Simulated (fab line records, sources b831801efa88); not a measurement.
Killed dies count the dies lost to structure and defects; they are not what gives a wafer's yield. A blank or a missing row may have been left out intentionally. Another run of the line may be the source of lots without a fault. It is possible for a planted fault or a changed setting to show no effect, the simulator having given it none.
8D (eight disciplines) problem report, filled in by code | flow sky130 | the parts of the form that need people (team, actions taken, sign-off) are left out

## 1. PROBLEM STATEMENT
Mean POLY_GATE_TW at SKY_RES_PROTECT_TW_MEAS_08: 30 over 4 wafers in 3 lots; fault-free wafers: 4024, standard deviation 35. So: -99 or more standard deviations from the usual mean.
Seen first at day 22 04:10 on film_metro-03, wafer L449.1. At this step, 36 wafers from 13 lots have a number in the record. Rule for "out", or "out of limits": more than 4 standard deviations from the usual mean. All remaining wafers that have a number are taken as sound.

## 2. WHAT IT IS AND WHAT IT IS NOT
question                    | is                                          | is not
which readings at this step | POLY_GATE_TW                                | -
which lots                  | L449, L451, L452                            | L430, L431, L433, L434, L435, L440, L441, L442, L443, L446
which wafers of those lots  | L449.1, L449.2, L451.2, L452.2              | L451.3, L452.3
read on which gauges        | film_metro-01, film_metro-03, film_metro-04 | -
when                        | from day 22 04:10                           | up to then (30 sound wafers); but 2 sound wafers of L451, L452 came after

## 3. THE SUSPECTS, EACH WITH WHAT RULES IT OUT
Counting: if a tool at a process step up to the reading ran every lot that is out, it stays a suspect. Sound lots after the first of them don't rule it out here, since some wafers of a struck lot are sound.
- ruled out: the gauge at SKY_RES_PROTECT_TW_MEAS_08. 3 gauges (film_metro-01, film_metro-03, film_metro-04) read the wafers that are out.
- litho_track-03 at SKY_RES_PROTECT_DEVELOP_06 (develop time 60 s): kept. Every lot that is out went through it, the first being L449 (day 22 03:46); the last sound lot it ran before that was L441 (day 19 13:10).
The count leaves litho_track-03 at SKY_RES_PROTECT_DEVELOP_06.

## 4. THE CAUSE (what the simulator had put in)
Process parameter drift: litho_track-03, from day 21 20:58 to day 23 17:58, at SKY_RES_PROTECT_DEVELOP_06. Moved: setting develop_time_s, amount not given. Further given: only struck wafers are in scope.
The count eliminated every tool but this one.

## 5. THE CHAIN OF EFFECTS, in route order
One row per reading whose mean, taken over the struck wafers that have a number, lies over 3 standard deviations from the usual. Readings are gone through only where the record gives a usual standard deviation; hours: the median, over the lots, of the time from a lot's start at the first step in this table giving one to that lot's start at this step; sigmas: the change measured in usual standard deviations.
hours | step                       | reading      | usual | on struck wafers | change | sigmas
0     | SKY_RES_PROTECT_TW_MEAS_08 | POLY_GATE_TW | 4024  | 30               | -3994  | -99 or more

## 6. WHAT WOULD HAVE CAUGHT IT SOONER
The first out-of-limits reading at a measuring or inspecting step in this record came at day 22 04:10, 7 hours after the fault's start at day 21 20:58.
Of the tool readings at SKY_RES_PROTECT_DEVELOP_06 for which the record gives a usual standard deviation, none was out on any struck wafer, so an alarm limit of 4 standard deviations on them would not have fired.
Lots out: 3; of these, L451, L452 started SKY_RES_PROTECT_DEVELOP_06 on litho_track-03 after day 22 04:10. A hold on the tool at that time would have spared those 2.
